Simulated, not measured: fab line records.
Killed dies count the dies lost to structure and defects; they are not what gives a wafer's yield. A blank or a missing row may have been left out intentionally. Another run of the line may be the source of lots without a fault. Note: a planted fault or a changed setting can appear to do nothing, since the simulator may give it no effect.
A lot that was struck, set against a sound lot | flow sky130 | 43 steps out of a route of 708
Sound: wafers L657.3, L657.4, L657.5. Struck: wafer L666.4 (left out: L666.2, L666.3 of the same lot, which were not struck); the cause appears at the end.
Order at every step that has rows: each side's tool, ch and its chambers, its first start. Under that, the readings that differ: sound wafers | struck wafers | difference of the means | sigmas: that difference in standard deviations of wafers without a fault.
alike: readings whose means differ by less than 2 such deviations, and words and numbers that are the same on both sides. not compared: withheld readings, readings that some wafer has no value for, bounds like >300 that may hide the same value, and numbers for which the record gives no deviation and whose values overlap.
A row with sigmas, a row that says differs or no value, or rows on one side alone: a step with any of these is where the two part. When numbers do not overlap yet have no deviation, they are printed without sigmas and do not part them. A reading that every wafer of one side lacks parts them only if that side has two wafers or more.

first, 1 step without rows for these wafers: SKY_VIA4_DEVELOP_10 (develop time 60 s).
SKY_VIA4_OVL_MEAS_11:
  sound on overlay-01 at day 46 06:13; struck on overlay-02 at day 48 07:28
  alike: VIA4_OVL
SKY_VIA4_ETCH_12: etches SiO2 in C4F8/O2/Ar, stops on TiN, target depth 580 nm.
  sound on rieDiel-02 ch 2,3, day 46 06:14; struck on rieDiel-04 ch 1, day 48 07:29
reading             | sound             | struck | difference | sigmas
oesProductAu (a.u.) | 0.928 0.927 0.932 | 0.920  | -0.009     | -2
SKY_VIA4_STRIP_13: strips in O2/N2.
  sound on plasmaAsher-02 ch 0,1, day 46 06:21; struck on plasmaAsher-02 ch 0, day 48 07:34
  alike: drypumpMotorCurrentA, oesProductAu, stripTimeToEndpointS
  not compared: rfHoursCounterH
then, 5 steps without rows for these wafers: SKY_VIA4_STRIP_14 (strips in post etch residue remover, time 1200 s); SKY_VIA4_CLEAN_15 (cleans in IPA, time 180 s); SKY_VIA4_CLEAN_16 (cleans in O3/DIW); SKY_VIA4_SPUTTER_17 (material TiN, target thk 20 nm, time 80 s); SKY_VIA4_CVD_18 (deposits W, target thk 505 nm, time 152.14 s).
SKY_VIA4_RS_MEAS_19: the measuring method here is four-point-probe.
  sound on filmMetro-01 at day 46 07:10; struck on filmMetro-02 at day 48 08:28
  alike: VIA4_W_RS
SKY_VIA4_THK_MEAS_20: measures by xrf.
  sound on filmMetro-01 at day 46 07:16; struck on filmMetro-02 at day 48 08:34
  alike: VIA4_W_THK
then, 1 step without rows for these wafers: SKY_VIA4_CMP_21 (polishes, stops on SiO2, t overpolish 25 s, target thk 0 nm).
SKY_METAL5_SPUTTER_00: material Ti, target thk 15 nm, time 10 s.
  sound on pvdSputter-01 at day 46 07:49; struck on pvdSputter-04 at day 48 08:55
  alike: throttleValvePct
then, 3 steps without rows for these wafers: SKY_METAL5_SPUTTER_01 (material TiN, target thk 20 nm, time 16.7 s); SKY_METAL5_SPUTTER_02 (material AlCu, target thk 1150 nm, time 61.2 s); SKY_METAL5_SPUTTER_03 (material Ti, target thk 5 nm, time 3.3 s).
SKY_METAL5_SPUTTER_04: material TiN, target thk 70 nm, time 58.3 s.
  sound on pvdSputter-01 at day 46 07:56; struck on pvdSputter-04 at day 48 09:02
  alike: throttleValvePct
SKY_METAL5_RS_MEAS_05: the measuring method here is four-point-probe.
  sound on filmMetro-02 at day 46 08:01; struck on filmMetro-03 at day 48 09:07
  alike: METAL5_ALCU_RS
SKY_METAL5_THK_MEAS_06: measures by xrf.
  sound on filmMetro-02 at day 46 08:07; struck on filmMetro-03 at day 48 09:13
  alike: METAL5_ALCU_THK
then, 8 steps without rows for these wafers: SKY_METAL5_DEHYDRATE_07 (time 60 s); SKY_METAL5_HMDS_08 (prime time 60 s); SKY_METAL5_COAT_09 (resist thk 1800 nm); SKY_METAL5_SOFTBAKE_10 (time 57.01 s); SKY_METAL5_EXPOSE_11 (exposes mask MM5, target cd 1600 nm); SKY_METAL5_PEB_12; SKY_METAL5_DEVELOP_13 (develop time 60 s); SKY_METAL5_DESCUM_14 (chemistry O2, time 11 s).
SKY_METAL5_METAL_ETCH_15: etches the open film in Cl2/BCl3, stops on SiO2, target depth 1260 nm, time 252 s.
  sound on rieMetal-02 ch 0,1, day 47 05:30; struck on rieMetal-02 ch 0, day 49 05:52
  alike: bcl3FlowSccm, drypumpMotorCurrentA, oesProductAu, throttleValvePct
  not compared: rfHoursCounterH
then, 4 steps without rows for these wafers: SKY_METAL5_STRIP_16 (strips in O2/N2); SKY_METAL5_STRIP_17 (strips in post etch residue remover, time 1200 s); SKY_METAL5_CLEAN_18 (cleans in IPA, time 180 s); SKY_METAL5_CLEAN_19 (cleans in O3/DIW).
SKY_PASSIVATION_CVD_00: deposits SiO2, target thk 90 nm.
  sound on pecvd-01 ch 0,1, day 47 06:16; struck on pecvd-04 ch 2, day 49 06:42
  alike: heaterPowerW
SKY_PASSIVATION_THK_MEAS_01:
  sound on filmMetro-03 at day 47 06:18; struck on filmMetro-04 at day 49 06:44
  alike: PASSIVATION_CVD_00_THK
then, 1 step without rows for these wafers: SKY_PASSIVATION_CVD_02 (deposits Si3N4, target thk 540 nm).
SKY_PASSIVATION_THK_MEAS_03:
  sound on filmMetro-03 at day 47 06:35; struck on filmMetro-04 at day 49 07:01
  alike: PASSIVATION_CVD_02_THK
then, 6 steps without rows for these wafers: SKY_PASSIVATION_DEHYDRATE_04 (time 60 s); SKY_PASSIVATION_HMDS_05 (prime time 60 s); SKY_PASSIVATION_COAT_06 (resist thk 3000 nm); SKY_PASSIVATION_SOFTBAKE_07; SKY_PASSIVATION_EXPOSE_08 (exposes mask NSM, target cd 3000 nm); SKY_PASSIVATION_PEB_09.
SKY_PAD_OPEN_PROBE_99:
  sound on prober-02 at day 49 02:47; struck on prober-01 at day 50 22:06
reading                               | sound               | struck | difference | sigmas
defectLimitedYield (%)                | 83.5 82.7 80.1      | 72.6   | -9.5       | -5
killed_at_M4_up                       | 3 6 5               | 62     | +57        | +30
killedAtOther                         | 0 0 0               | 2      | +2         | +4
killedDies                            | 81 85 98            | 135    | +47        | +5
killedOnRim                           | 19 17 14            | 29     | +12        | +4
sort_bin_3_pad_short (%)              | 0.2 0.8 0.6         | 4.7    | +4.2       | +11
sort_bin_5_function (%)               | 10.8 9.8 12.0       | 16.3   | +5.4       | +4
sortNPass                             | 411 407 394         | 357    | -47        | -5
sortYieldPct (%)                      | 83.5 82.7 80.1      | 72.6   | -9.5       | -5
model.etest.tester.sortNPass          | 411 407 394         | 357    | -47        | 
model.etest.tester.sortYieldPct (%)   | 83.54 82.72 80.08   | 72.56  | -9.55      | 
model.etest.tester.sort_bin_5_pct (%) | 10.77 9.756 11.99   | 16.26  | +5.42      | 
model.etest.tester.sort_bin_3_pct (%) | 0.2033 0.813 0.6098 | 4.675  | +4.133     | 
  alike: killed_at_M0_to_M3, killedAtContacts, killedAtFrontEnd, killedOpen, killedShort, sort_bin_6_memory

== WHERE THEY PART ==
Last at SKY_PAD_OPEN_PROBE_99 as far as this record goes, first at SKY_VIA4_ETCH_12.

WHY: what had been put in by the simulator
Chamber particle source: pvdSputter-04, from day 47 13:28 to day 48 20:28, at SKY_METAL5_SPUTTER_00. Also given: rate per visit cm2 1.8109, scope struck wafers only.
